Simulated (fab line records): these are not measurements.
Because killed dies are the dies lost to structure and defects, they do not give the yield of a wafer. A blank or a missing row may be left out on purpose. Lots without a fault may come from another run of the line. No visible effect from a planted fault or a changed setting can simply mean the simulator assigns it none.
Which tool is to blame?    flow sfqLine    route of 325 steps, sampled at 1 step: 13 lots, 39 wafers

WHAT THE GAUGES SHOWED, per wafer
No reading from a measuring or inspecting step in the record can be judged against a usual standard deviation.

WHAT TOOL EACH LOT RAN ON (gives the tool, then ch and the chambers of the sampled wafers, and finally the start)
lot   SFQ_TRILAYER_I3_DEP_PECVD_081
L523  pecvd-01 ch 0,1, day 37 06:34
L526  pecvd-02 ch 0,2, day 37 17:39
L531  pecvd-04 ch 0,1,2, day 40 10:59
L532  pecvd-02 ch 0,1,2, day 40 14:35
L533  pecvd-01 ch 0,1,2, day 40 22:49
L534  pecvd-02 ch 1,2, day 41 03:37
L536  pecvd-01 ch 1,2, day 42 00:01
L537  pecvd-02 ch 0,1, day 42 04:55
L538  pecvd-02 ch 0,1,2, day 42 09:40
L539  pecvd-01 ch 1,2, day 43 05:35
L543  pecvd-04 ch 0,1,2, day 49 00:13
L544  pecvd-04 ch 1,2, day 50 18:31
L545  pecvd-04 ch 0,1,2, day 50 22:07
- SFQ_TRILAYER_I3_DEP_PECVD_081: deposits SiO2 from SiH4/N2O, time 111.11 s, target thk 500 nm.

WHAT THE TOOLS THEMSELVES READ (means of the sampled wafers that have a number; where no wafer has one, the mark that the record gives instead)
SFQ_TRILAYER_I3_DEP_PECVD_081.
lot   tool      heaterPowerW (W)  runLengthS (s)  throttleValvePct (%)
L523  pecvd-01  92                139.8           25.3
L526  pecvd-02  58                139.5           24.8
L531  pecvd-04  89                136.4           25.0
L532  pecvd-02  76                139.6           26.0
L533  pecvd-01  90                139.4           25.3
L534  pecvd-02  85                139.3           27.1
L536  pecvd-01  86                138.9           24.8
L537  pecvd-02  88                139.5           27.2
L538  pecvd-02  76                139.6           26.2
L539  pecvd-01  87                139.0           24.9
L543  pecvd-04  89                139.1           24.7
L544  pecvd-04  86                139.3           24.7
L545  pecvd-04  89                139.2           24.6

THE ANSWER, worked out from the rows above alone
Rule: the usual values come from the lots themselves. Put in order of their means at a reading, lots are off if they are a third of the lots or fewer, leave a main group of 4 or more, and stand apart from it by a gap of 3 or more times the standard deviation of the main group's means; of several such gaps the widest counts. A main group is skipped when, at the precision printed for the reading in the tables above, its means are all equal. Also off: a lot with no number at a reading for which 4 or more lots have one. Where the step has rows for the other lots, those lots are counted as sound. First the gauges in route order, then the tools' own readings, where a lot's mean is used as printed above. At the first step where some lot is off, the reading lying furthest off is the one used; lots without a number count as furthest.
Off: L531, at SFQ_TRILAYER_I3_DEP_PECVD_081 (runLengthS). Mean 139.3 s and standard deviation 0.26 in the main group.
A tool fits if, at that step or a process step before it, it ran every lot that is off, and no sound lot after the first of them. None of those tried fits.

WHAT THE SIMULATOR PUT IN
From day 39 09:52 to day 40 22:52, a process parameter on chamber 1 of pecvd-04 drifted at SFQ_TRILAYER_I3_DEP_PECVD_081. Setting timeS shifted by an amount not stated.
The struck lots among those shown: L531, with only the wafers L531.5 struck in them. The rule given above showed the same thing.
